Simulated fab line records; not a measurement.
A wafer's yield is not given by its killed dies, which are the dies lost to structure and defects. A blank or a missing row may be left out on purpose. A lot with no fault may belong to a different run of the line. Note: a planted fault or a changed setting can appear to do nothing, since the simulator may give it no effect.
Chamber matching -- flow sky130 -- 4 sister chambers for SKY_CONTACT_ETCH_17 on rie-diel-03
The step etches SiO2 in C4F8/O2/Ar, stops on Si3N4, target depth 340 nm. 4 wafers are shown with their chamber, then 7 later ones without.

== WAFERS PAIRED WITH THEIR CHAMBERS ==
wafer,chamber,oes-product-au (a.u.)
L084.5,2,0.897
L092.4,1,0.886
L096.2,3,0.890
L096.3,0,0.900

== WAFERS WITH NO CHAMBER GIVEN ==
wafer,oes-product-au (a.u.)
L096.6,0.890
L097.1,0.899
L097.2,0.893
L097.3,0.894
L097.4,0.896
L097.5,0.894
L097.6,0.891

== WHICH CHAMBER EACH WENT THROUGH ==
wafer,from the rows above,in truth
L096.6,can't be placed: 3 or 1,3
L097.1,can't be placed: 0 or 2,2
L097.2,can't be placed: 3 or 2 or 0 or 1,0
L097.3,can't be placed: 2 or 3 or 0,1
L097.4,can't be placed: 2 or 0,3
L097.5,can't be placed: 2 or 3 or 0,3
L097.6,can't be placed: 3 or 1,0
Correctly placed: 0 of 7. Not placeable from these rows: 7 (in 4, the candidates include the true chamber). Placed wrongly: 0.
How it was worked out, from the rows above alone: a wafer's distance from a chamber is the root of the sum, over the readings, of the square of ((its reading less the chamber's mean) divided by the reading's scatter). If the next closest chamber is less than 2 further off than the closest, the wafer can't be placed; otherwise it belongs to the closest. The mean given for a chamber averages the wafers shown for that chamber. The scatter: with one shown wafer a chamber, the root of the mean of the squares of how far each hidden wafer lies from its nearest shown one.
